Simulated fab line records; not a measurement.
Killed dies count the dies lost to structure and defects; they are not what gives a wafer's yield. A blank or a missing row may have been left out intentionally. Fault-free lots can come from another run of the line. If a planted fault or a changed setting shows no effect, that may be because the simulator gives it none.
Which tool is to blame? || flow gf180mcu || Sampling: 14 lots, 42 wafers, 4 of 602 route steps

## WHAT THE GAUGES READ, wafer by wafer
GF_DNWELL_TW_MEAS_09. Usual: for DNWELL_TW the level is 1360 and the standard deviation is 24.
{"lot": "L810", "measured": "day 2 18:52", "on": "film_metro-04", "DNWELL_TW": "1384 1374 1384", "flag": ""}
{"lot": "L812", "measured": "day 3 06:19", "on": "film_metro-03", "DNWELL_TW": "1391 1389 1393", "flag": ""}
{"lot": "L813", "measured": "day 3 10:11", "on": "film_metro-03", "DNWELL_TW": "1378 1384 1381", "flag": ""}
{"lot": "L814", "measured": "day 3 15:07", "on": "film_metro-03", "DNWELL_TW": "1382 1380 1387", "flag": ""}
{"lot": "L815", "measured": "day 3 22:17", "on": "film_metro-02", "DNWELL_TW": "1333 1341 1340", "flag": ""}
{"lot": "L816", "measured": "day 4 03:28", "on": "film_metro-04", "DNWELL_TW": "1382 1384 1392", "flag": ""}
{"lot": "L817", "measured": "day 4 09:59", "on": "film_metro-04", "DNWELL_TW": "1390 1378 1389", "flag": ""}
{"lot": "L818", "measured": "day 4 17:19", "on": "film_metro-02", "DNWELL_TW": "1332 1333 1345", "flag": ""}
{"lot": "L820", "measured": "day 5 03:37", "on": "film_metro-02", "DNWELL_TW": "1344 1343 1346", "flag": ""}
{"lot": "L823", "measured": "day 5 16:07", "on": "film_metro-02", "DNWELL_TW": "1345 1332 1344", "flag": ""}
{"lot": "L824", "measured": "day 5 20:13", "on": "film_metro-02", "DNWELL_TW": "1334 1330 1329", "flag": ""}
{"lot": "L825", "measured": "day 6 02:05", "on": "film_metro-02", "DNWELL_TW": "1334 1337 1339", "flag": ""}
{"lot": "L830", "measured": "day 7 04:58", "on": "film_metro-03", "DNWELL_TW": "1373 1378 1377", "flag": ""}
{"lot": "L831", "measured": "day 7 11:04", "on": "film_metro-04", "DNWELL_TW": "1385 1395 1381", "flag": ""}

GF_VT_IMPLANT_TW_MEAS_21. Usual: for VT_IMPLANT_2_TW the level is 1221 and the standard deviation is 19.
{"lot": "L810", "measured": "day 6 03:19", "on": "film_metro-02", "VT_IMPLANT_2_TW": "1197 1204 1205", "flag": ""}
{"lot": "L812", "measured": "day 6 19:00", "on": "film_metro-01", "VT_IMPLANT_2_TW": "1221 1226 1219", "flag": ""}
{"lot": "L813", "measured": "day 6 23:18", "on": "film_metro-03", "VT_IMPLANT_2_TW": "1232 1251 1239", "flag": ""}
{"lot": "L814", "measured": "day 7 05:09", "on": "film_metro-02", "VT_IMPLANT_2_TW": "1195 1198 1198", "flag": ""}
{"lot": "L815", "measured": "day 7 12:34", "on": "film_metro-03", "VT_IMPLANT_2_TW": "1233 1231 1235", "flag": ""}
{"lot": "L816", "measured": "day 7 20:36", "on": "film_metro-02", "VT_IMPLANT_2_TW": "1189 1199 1191", "flag": ""}
{"lot": "L817", "measured": "day 8 03:22", "on": "film_metro-03", "VT_IMPLANT_2_TW": "1239 1242 1242", "flag": ""}
{"lot": "L818", "measured": "day 8 13:03", "on": "film_metro-03", "VT_IMPLANT_2_TW": "1237 1242 1239", "flag": ""}
{"lot": "L820", "measured": "day 9 00:07", "on": "film_metro-02", "VT_IMPLANT_2_TW": "1199 1195 1200", "flag": ""}
{"lot": "L823", "measured": "day 9 16:34", "on": "film_metro-03", "VT_IMPLANT_2_TW": "1105 1107 1107", "flag": "OFF"}
{"lot": "L824", "measured": "day 9 21:27", "on": "film_metro-03", "VT_IMPLANT_2_TW": "1245 1235 1239", "flag": ""}
{"lot": "L825", "measured": "day 10 03:28", "on": "film_metro-03", "VT_IMPLANT_2_TW": "1112 1101 1106", "flag": "OFF"}
{"lot": "L830", "measured": "day 11 14:10", "on": "film_metro-02", "VT_IMPLANT_2_TW": "1194 1196 1195", "flag": ""}
{"lot": "L831", "measured": "day 11 20:57", "on": "film_metro-02", "VT_IMPLANT_2_TW": "1196 1201 1193", "flag": ""}

GF_HV_LDD_TW_MEAS_23. Usual: for HV_LDD_2_TW the level is 1075 and the standard deviation is 9.
{"lot": "L810", "measured": "day 10 14:58", "on": "film_metro-01", "HV_LDD_2_TW": "1062 1063 1057", "flag": ""}
{"lot": "L812", "measured": "day 11 09:19", "on": "film_metro-04", "HV_LDD_2_TW": "1084 1081 1087", "flag": ""}
{"lot": "L813", "measured": "day 11 15:49", "on": "film_metro-01", "HV_LDD_2_TW": "1060 1065 1065", "flag": ""}
{"lot": "L814", "measured": "day 11 21:58", "on": "film_metro-03", "HV_LDD_2_TW": "1076 1075 1073", "flag": ""}
{"lot": "L815", "measured": "day 12 08:56", "on": "film_metro-01", "HV_LDD_2_TW": "1058 1053 1061", "flag": ""}
{"lot": "L816", "measured": "day 12 18:10", "on": "film_metro-04", "HV_LDD_2_TW": "1079 1073 1076", "flag": ""}
{"lot": "L817", "measured": "day 13 00:47", "on": "film_metro-03", "HV_LDD_2_TW": "1073 1069 1070", "flag": ""}
{"lot": "L818", "measured": "day 13 11:04", "on": "film_metro-04", "HV_LDD_2_TW": "1081 1083 1080", "flag": ""}
{"lot": "L820", "measured": "day 14 01:16", "on": "film_metro-03", "HV_LDD_2_TW": "1076 1075 1075", "flag": ""}
{"lot": "L823", "measured": "day 14 21:49", "on": "film_metro-03", "HV_LDD_2_TW": "1073 1070 1082", "flag": ""}
{"lot": "L824", "measured": "day 15 04:19", "on": "film_metro-04", "HV_LDD_2_TW": "1085 1089 1091", "flag": ""}
{"lot": "L825", "measured": "day 15 08:20", "on": "film_metro-04", "HV_LDD_2_TW": "1089 1093 1085", "flag": ""}
{"lot": "L830", "measured": "day 17 04:25", "on": "film_metro-04", "HV_LDD_2_TW": "1088 1082 1086", "flag": ""}
{"lot": "L831", "measured": "day 17 14:04", "on": "film_metro-04", "HV_LDD_2_TW": "1082 1082 1081", "flag": ""}

## TOOL THAT RAN EACH LOT (tool first, then ch and the chambers of the sampled wafers, then the start)
{"lot": "L810", "GF_VT_IMPLANT_IMPLANT_19": "implanter-02 ch 0, day 6 03:04"}
{"lot": "L812", "GF_VT_IMPLANT_IMPLANT_19": "implanter-02 ch 0, day 6 18:45"}
{"lot": "L813", "GF_VT_IMPLANT_IMPLANT_19": "implanter-02 ch 0, day 6 23:03"}
{"lot": "L814", "GF_VT_IMPLANT_IMPLANT_19": "implanter-01 ch 0, day 7 04:54"}
{"lot": "L815", "GF_VT_IMPLANT_IMPLANT_19": "implanter-04 ch 0, day 7 12:20"}
{"lot": "L816", "GF_VT_IMPLANT_IMPLANT_19": "implanter-01 ch 0, day 7 20:21"}
{"lot": "L817", "GF_VT_IMPLANT_IMPLANT_19": "implanter-04 ch 0, day 8 03:08"}
{"lot": "L818", "GF_VT_IMPLANT_IMPLANT_19": "implanter-04 ch 0, day 8 12:48"}
{"lot": "L820", "GF_VT_IMPLANT_IMPLANT_19": "implanter-02 ch 0, day 8 23:52"}
{"lot": "L823", "GF_VT_IMPLANT_IMPLANT_19": "implanter-02 ch 0, day 9 16:19"}
{"lot": "L824", "GF_VT_IMPLANT_IMPLANT_19": "implanter-01 ch 0, day 9 21:12"}
{"lot": "L825", "GF_VT_IMPLANT_IMPLANT_19": "implanter-02 ch 0, day 10 03:15"}
{"lot": "L830", "GF_VT_IMPLANT_IMPLANT_19": "implanter-01 ch 0, day 11 13:55"}
{"lot": "L831", "GF_VT_IMPLANT_IMPLANT_19": "implanter-01 ch 0, day 11 20:42"}
- GF_VT_IMPLANT_IMPLANT_19

## WHAT THE TOOLS THEMSELVES READ (means of the sampled wafers that have a number; where no wafer has one, the mark that the record gives instead)
GF_VT_IMPLANT_IMPLANT_19. Usual: tilt_deg 6.998 degrees, standard deviation 0.02.
{"lot": "L810", "tool": "implanter-02", "tilt_deg (degrees)": 6.964, "flag": ""}
{"lot": "L812", "tool": "implanter-02", "tilt_deg (degrees)": 7.009, "flag": ""}
{"lot": "L813", "tool": "implanter-02", "tilt_deg (degrees)": 6.999, "flag": ""}
{"lot": "L814", "tool": "implanter-01", "tilt_deg (degrees)": 6.988, "flag": ""}
{"lot": "L815", "tool": "implanter-04", "tilt_deg (degrees)": 6.990, "flag": ""}
{"lot": "L816", "tool": "implanter-01", "tilt_deg (degrees)": 6.996, "flag": ""}
{"lot": "L817", "tool": "implanter-04", "tilt_deg (degrees)": 6.986, "flag": ""}
{"lot": "L818", "tool": "implanter-04", "tilt_deg (degrees)": 7.000, "flag": ""}
{"lot": "L820", "tool": "implanter-02", "tilt_deg (degrees)": 6.998, "flag": ""}
{"lot": "L823", "tool": "implanter-02", "tilt_deg (degrees)": -0.031, "flag": "OFF"}
{"lot": "L824", "tool": "implanter-01", "tilt_deg (degrees)": 7.019, "flag": ""}
{"lot": "L825", "tool": "implanter-02", "tilt_deg (degrees)": 0.026, "flag": "OFF"}
{"lot": "L830", "tool": "implanter-01", "tilt_deg (degrees)": 6.991, "flag": ""}
{"lot": "L831", "tool": "implanter-01", "tilt_deg (degrees)": 7.003, "flag": ""}

## THE ANSWER, worked out from the rows above alone
Rule: a lot counts as off when the mean over its wafers that have a number is more than 3 standard deviations away from the usual mean. A lot without any number at a reading at which 4 lots or more have one is off too. Where the step has rows for the other lots, those lots are counted as sound. First the gauges in route order, then the tools' own readings, where a lot's mean is used as printed above. At the first step where some lot is off, the reading lying furthest off is the one used; lots without a number count as furthest.
Off: L823, L825, at GF_VT_IMPLANT_TW_MEAS_21 (VT_IMPLANT_2_TW).
If a tool, at a process step before that reading, ran all the lots that are off and no sound lot after the first of them, it fits. Not tried: the gauges at GF_VT_IMPLANT_TW_MEAS_21; whatever is off there is also off at GF_VT_IMPLANT_IMPLANT_19, on other tools, and gauge error can't account for it. One fits: implanter-02 at GF_VT_IMPLANT_IMPLANT_19. Its last sound lot is L820 (day 8 23:52), its first lot that is off L823 (day 9 16:19): a fault that began between those two fits.
The tool's own readings at GF_VT_IMPLANT_IMPLANT_19 bear it out: on the lots that are off they differ by more than 5 times the standard deviation of the sound lots' means. tilt_deg reads -0.003 degrees there against 6.995 degrees on the sound lots.

## WHAT THE SIMULATOR PUT IN
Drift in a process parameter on implanter-02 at GF_VT_IMPLANT_IMPLANT_19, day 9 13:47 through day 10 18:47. The setting tilt_deg was moved by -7, starting from 7. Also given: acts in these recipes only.
Lots struck among those shown: L823, L825. The rule above found the same.
